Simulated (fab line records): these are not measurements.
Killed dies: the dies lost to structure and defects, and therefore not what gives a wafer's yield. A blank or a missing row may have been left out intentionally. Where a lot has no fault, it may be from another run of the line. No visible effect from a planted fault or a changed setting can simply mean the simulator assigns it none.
The tool behind it: which one? :: flow gf180mcu :: 12 lots with 36 wafers sampled at 5 steps, on a route of 602 steps

== WHAT THE GAUGES SHOWED, per wafer ==
GF_VT_IMPLANT_OVL_MEAS_29. Usual: VT_IMPLANT_02_OVL typically reads -0.4 nm, with standard deviation 1.5.
lot: L105
measured: day 7 08:04
on: overlay-01
VT_IMPLANT_02_OVL (nm): -1.9 -2.6 -2.7
flag: 

lot: L106
measured: day 7 16:25
on: overlay-01
VT_IMPLANT_02_OVL (nm): -1.1 -1.2 -2.6
flag: 

lot: L108
measured: day 8 07:44
on: overlay-01
VT_IMPLANT_02_OVL (nm): 2.1 -0.7 1.0
flag: 

lot: L111
measured: day 9 04:37
on: overlay-01
VT_IMPLANT_02_OVL (nm): -2.4 1.0 1.1
flag: 

lot: L114
measured: day 9 21:25
on: overlay-01
VT_IMPLANT_02_OVL (nm): -3.1 -0.9 -0.7
flag: 

lot: L118
measured: day 11 01:01
on: overlay-02
VT_IMPLANT_02_OVL (nm): -2.8 -1.5 -1.9
flag: 

lot: L119
measured: day 11 09:54
on: overlay-01
VT_IMPLANT_02_OVL (nm): -2.3 -1.3 -0.4
flag: 

lot: L120
measured: day 11 14:49
on: overlay-01
VT_IMPLANT_02_OVL (nm): -1.8 -0.3 -1.3
flag: 

lot: L121
measured: day 11 22:03
on: overlay-02
VT_IMPLANT_02_OVL (nm): 1.1 0.3 -0.3
flag: 

lot: L122
measured: day 12 03:48
on: overlay-02
VT_IMPLANT_02_OVL (nm): 0.7 1.3 1.9
flag: 

lot: L123
measured: day 12 10:22
on: overlay-02
VT_IMPLANT_02_OVL (nm): -1.7 -1.6 -1.5
flag: 

lot: L124
measured: day 12 15:58
on: overlay-02
VT_IMPLANT_02_OVL (nm): -3.0 -2.5 -1.1
flag: 

GF_DUAL_GATE_OVL_MEAS_11. Usual: DUAL_GATE_OVL typically reads 0.6 nm, with standard deviation 1.2.
lot: L105
measured: day 8 19:46
on: overlay-01
DUAL_GATE_OVL (nm): 1.2 -0.6 0.9
flag: 

lot: L106
measured: day 9 04:19
on: overlay-02
DUAL_GATE_OVL (nm): 0.0 2.2 0.0
flag: 

lot: L108
measured: day 9 20:34
on: overlay-02
DUAL_GATE_OVL (nm): 2.4 -0.5 -3.0
flag: 

lot: L111
measured: day 10 19:07
on: overlay-02
DUAL_GATE_OVL (nm): - - -
flag: OFF

lot: L114
measured: day 11 13:07
on: overlay-01
DUAL_GATE_OVL (nm): 2.0 1.1 0.8
flag: 

lot: L118
measured: day 12 20:55
on: overlay-02
DUAL_GATE_OVL (nm): 0.1 1.3 0.5
flag: 

lot: L119
measured: day 13 04:49
on: overlay-02
DUAL_GATE_OVL (nm): -0.3 0.7 -1.1
flag: 

lot: L120
measured: day 13 10:28
on: overlay-01
DUAL_GATE_OVL (nm): 0.3 -1.3 1.0
flag: 

lot: L121
measured: day 13 15:49
on: overlay-01
DUAL_GATE_OVL (nm): 2.5 0.0 0.0
flag: 

lot: L122
measured: day 13 22:28
on: overlay-01
DUAL_GATE_OVL (nm): 2.7 1.3 1.0
flag: 

lot: L123
measured: day 14 05:34
on: overlay-02
DUAL_GATE_OVL (nm): -0.5 0.5 1.5
flag: 

lot: L124
measured: day 14 11:47
on: overlay-02
DUAL_GATE_OVL (nm): 1.2 2.0 2.6
flag: 

== TOOL THAT RAN EACH LOT (tool first, then ch and the chambers of the sampled wafers, then the start) ==
lot: L105
GF_VT_IMPLANT_STRIP_42: plasmaAsher-04 ch 0, day 8 00:56
GF_VT_IMPLANT_RTA_45: rtpAnneal-02 ch 0, day 8 01:09
GF_DUAL_GATE_EXPOSE_08: ilineStepper-01 ch 0, day 8 11:49

lot: L106
GF_VT_IMPLANT_STRIP_42: plasmaAsher-04 ch 0,1, day 8 08:53
GF_VT_IMPLANT_RTA_45: rtpAnneal-02 ch 0, day 8 09:08
GF_DUAL_GATE_EXPOSE_08: ilineStepper-01 ch 0, day 8 19:38

lot: L108
GF_VT_IMPLANT_STRIP_42: plasmaAsher-02 ch 0,1, day 9 01:17
GF_VT_IMPLANT_RTA_45: rtpAnneal-02 ch 0, day 9 01:32
GF_DUAL_GATE_EXPOSE_08: ilineStepper-01 ch 0, day 9 12:19

lot: L111
GF_VT_IMPLANT_STRIP_42: plasmaAsher-02 ch 0, day 9 22:08
GF_VT_IMPLANT_RTA_45: rtpAnneal-01 ch 0, day 9 22:26
GF_DUAL_GATE_EXPOSE_08: ilineStepper-01 ch 0, day 10 10:47

lot: L114
GF_VT_IMPLANT_STRIP_42: plasmaAsher-02 ch 1, day 10 16:11
GF_VT_IMPLANT_RTA_45: rtpAnneal-02 ch 0, day 10 16:26
GF_DUAL_GATE_EXPOSE_08: ilineStepper-02 ch 0, day 11 03:31

lot: L118
GF_VT_IMPLANT_STRIP_42: plasmaAsher-02 ch 0,1, day 11 19:55
GF_VT_IMPLANT_RTA_45: rtpAnneal-02 ch 0, day 11 20:08
GF_DUAL_GATE_EXPOSE_08: ilineStepper-02 ch 0, day 12 11:31

lot: L119
GF_VT_IMPLANT_STRIP_42: plasmaAsher-04 ch 0,1, day 12 04:56
GF_VT_IMPLANT_RTA_45: rtpAnneal-01 ch 0, day 12 05:09
GF_DUAL_GATE_EXPOSE_08: ilineStepper-02 ch 0, day 12 18:42

lot: L120
GF_VT_IMPLANT_STRIP_42: plasmaAsher-03 ch 0,1, day 12 10:44
GF_VT_IMPLANT_RTA_45: rtpAnneal-01 ch 0, day 12 10:56
GF_DUAL_GATE_EXPOSE_08: ilineStepper-01 ch 0, day 13 00:13

lot: L121
GF_VT_IMPLANT_STRIP_42: plasmaAsher-02 ch 0,1, day 12 16:41
GF_VT_IMPLANT_RTA_45: rtpAnneal-02 ch 0, day 12 16:55
GF_DUAL_GATE_EXPOSE_08: ilineStepper-02 ch 0, day 13 06:19

lot: L122
GF_VT_IMPLANT_STRIP_42: plasmaAsher-04 ch 0,1, day 12 23:28
GF_VT_IMPLANT_RTA_45: rtpAnneal-01 ch 0, day 12 23:40
GF_DUAL_GATE_EXPOSE_08: ilineStepper-01 ch 0, day 13 12:26

lot: L123
GF_VT_IMPLANT_STRIP_42: plasmaAsher-04 ch 0, day 13 06:31
GF_VT_IMPLANT_RTA_45: rtpAnneal-01 ch 0, day 13 06:44
GF_DUAL_GATE_EXPOSE_08: ilineStepper-01 ch 0, day 13 19:10

lot: L124
GF_VT_IMPLANT_STRIP_42: plasmaAsher-03 ch 0,1, day 13 12:43
GF_VT_IMPLANT_RTA_45: rtpAnneal-02 ch 0, day 13 12:55
GF_DUAL_GATE_EXPOSE_08: ilineStepper-01 ch 0, day 14 01:37
- GF_VT_IMPLANT_STRIP_42: strips in O2/N2.
- GF_VT_IMPLANT_RTA_45: time 30 s.
- GF_DUAL_GATE_EXPOSE_08: exposes mask Dualgate, target cd 700 nm.

== WHAT THE TOOLS THEMSELVES READ (means of the sampled wafers that have a number; where no wafer has one, the mark that the record gives instead) ==
GF_VT_IMPLANT_STRIP_42. Usual: drypumpMotorCurrentA 5.9 A, standard deviation 0.54; heaterPowerW 325 W, standard deviation 37; oesProductAu 0.716 a.u., standard deviation 0.0048; stripTimeToEndpointS 12.61 s, standard deviation 0.033.
lot: L105
tool: plasmaAsher-04
drypumpMotorCurrentA (A): 5.0
heaterPowerW (W): 321
oesProductAu (a.u.): 0.720
stripTimeToEndpointS (s): 12.58
flag: 

lot: L106
tool: plasmaAsher-04
drypumpMotorCurrentA (A): 5.8
heaterPowerW (W): 330
oesProductAu (a.u.): 0.716
stripTimeToEndpointS (s): 12.62
flag: 

lot: L108
tool: plasmaAsher-02
drypumpMotorCurrentA (A): 5.9
heaterPowerW (W): 316
oesProductAu (a.u.): 0.711
stripTimeToEndpointS (s): 12.61
flag: 

lot: L111
tool: plasmaAsher-02
drypumpMotorCurrentA (A): 5.8
heaterPowerW (W): 303
oesProductAu (a.u.): 0.714
stripTimeToEndpointS (s): 12.61
flag: 

lot: L114
tool: plasmaAsher-02
drypumpMotorCurrentA (A): 6.0
heaterPowerW (W): 337
oesProductAu (a.u.): 0.715
stripTimeToEndpointS (s): 12.63
flag: 

lot: L118
tool: plasmaAsher-02
drypumpMotorCurrentA (A): 5.9
heaterPowerW (W): 313
oesProductAu (a.u.): 0.717
stripTimeToEndpointS (s): 12.59
flag: 

lot: L119
tool: plasmaAsher-04
drypumpMotorCurrentA (A): 5.9
heaterPowerW (W): 330
oesProductAu (a.u.): 0.709
stripTimeToEndpointS (s): 12.58
flag: 

lot: L120
tool: plasmaAsher-03
drypumpMotorCurrentA (A): 6.3
heaterPowerW (W): 301
oesProductAu (a.u.): 0.713
stripTimeToEndpointS (s): 12.63
flag: 

lot: L121
tool: plasmaAsher-02
drypumpMotorCurrentA (A): 5.9
heaterPowerW (W): 323
oesProductAu (a.u.): 0.719
stripTimeToEndpointS (s): 12.62
flag: 

lot: L122
tool: plasmaAsher-04
drypumpMotorCurrentA (A): 5.5
heaterPowerW (W): 320
oesProductAu (a.u.): 0.720
stripTimeToEndpointS (s): 12.61
flag: 

lot: L123
tool: plasmaAsher-04
drypumpMotorCurrentA (A): 5.0
heaterPowerW (W): 315
oesProductAu (a.u.): 0.712
stripTimeToEndpointS (s): 12.59
flag: 

lot: L124
tool: plasmaAsher-03
drypumpMotorCurrentA (A): 6.3
heaterPowerW (W): 304
oesProductAu (a.u.): 0.716
stripTimeToEndpointS (s): 12.61
flag: 

GF_VT_IMPLANT_RTA_45. Usual: annealTempCMax 1053.9, standard deviation 1.4; lampPowerPct 36.4 %, standard deviation 2.7; wafer_temp_C_max 1054.8, standard deviation 1.
lot: L105
tool: rtpAnneal-02
annealTempCMax: 1053.0
lampPowerPct (%): 39.6
wafer_temp_C_max: 1053.5
flag: 

lot: L106
tool: rtpAnneal-02
annealTempCMax: 1052.4
lampPowerPct (%): 39.6
wafer_temp_C_max: 1054.8
flag: 

lot: L108
tool: rtpAnneal-02
annealTempCMax: 1052.5
lampPowerPct (%): 39.6
wafer_temp_C_max: 1053.9
flag: 

lot: L111
tool: rtpAnneal-01
annealTempCMax: 1055.2
lampPowerPct (%): 34.1
wafer_temp_C_max: 1054.8
flag: 

lot: L114
tool: rtpAnneal-02
annealTempCMax: 1052.7
lampPowerPct (%): 39.6
wafer_temp_C_max: 1054.1
flag: 

lot: L118
tool: rtpAnneal-02
annealTempCMax: 1052.1
lampPowerPct (%): 39.6
wafer_temp_C_max: 1055.0
flag: 

lot: L119
tool: rtpAnneal-01
annealTempCMax: 1054.4
lampPowerPct (%): 34.1
wafer_temp_C_max: 1057.0
flag: 

lot: L120
tool: rtpAnneal-01
annealTempCMax: 1054.6
lampPowerPct (%): 34.1
wafer_temp_C_max: 1054.8
flag: 

lot: L121
tool: rtpAnneal-02
annealTempCMax: 1053.3
lampPowerPct (%): 39.6
wafer_temp_C_max: 1054.5
flag: 

lot: L122
tool: rtpAnneal-01
annealTempCMax: 1054.7
lampPowerPct (%): 34.1
wafer_temp_C_max: 1055.2
flag: 

lot: L123
tool: rtpAnneal-01
annealTempCMax: 1055.5
lampPowerPct (%): 34.1
wafer_temp_C_max: 1054.6
flag: 

lot: L124
tool: rtpAnneal-02
annealTempCMax: 1052.2
lampPowerPct (%): 39.6
wafer_temp_C_max: 1054.7
flag: 

GF_DUAL_GATE_EXPOSE_08. Usual: reticleTempC at 23.01 C, with a standard deviation of 0.095.
lot: L105
tool: ilineStepper-01
reticleTempC (C): 22.87
flag: 

lot: L106
tool: ilineStepper-01
reticleTempC (C): 23.11
flag: 

lot: L108
tool: ilineStepper-01
reticleTempC (C): 22.98
flag: 

lot: L111
tool: ilineStepper-01
reticleTempC (C): 22.99
flag: 

lot: L114
tool: ilineStepper-02
reticleTempC (C): 23.06
flag: 

lot: L118
tool: ilineStepper-02
reticleTempC (C): 23.06
flag: 

lot: L119
tool: ilineStepper-02
reticleTempC (C): 23.00
flag: 

lot: L120
tool: ilineStepper-01
reticleTempC (C): 22.94
flag: 

lot: L121
tool: ilineStepper-02
reticleTempC (C): 22.89
flag: 

lot: L122
tool: ilineStepper-01
reticleTempC (C): 23.19
flag: 

lot: L123
tool: ilineStepper-01
reticleTempC (C): 22.93
flag: 

lot: L124
tool: ilineStepper-01
reticleTempC (C): 23.06
flag: 

== THE ANSWER, worked out from the rows above alone ==
Rule: lot off if the mean of its wafers having a number is beyond 3 standard deviations from the usual mean. Also off: a lot with no number at a reading for which 4 or more lots have one. Where the step has rows for the other lots, those lots are counted as sound. The gauges are gone through in route order, then the tools' own readings, and for those a lot's mean is taken as printed above. At the first step where some lot is off, the reading lying furthest off is the one used; lots without a number count as furthest.
Off: at GF_DUAL_GATE_OVL_MEAS_11 (DUAL_GATE_OVL), L111. Without a number there: L111.
If a tool, at a process step before that reading, ran all the lots that are off and no sound lot after the first of them, it fits. Those tools and the gauges at GF_DUAL_GATE_OVL_MEAS_11 are tried in the same way. Of those tried, none fits.

== WHAT HAD BEEN PUT IN BY THE SIMULATOR ==
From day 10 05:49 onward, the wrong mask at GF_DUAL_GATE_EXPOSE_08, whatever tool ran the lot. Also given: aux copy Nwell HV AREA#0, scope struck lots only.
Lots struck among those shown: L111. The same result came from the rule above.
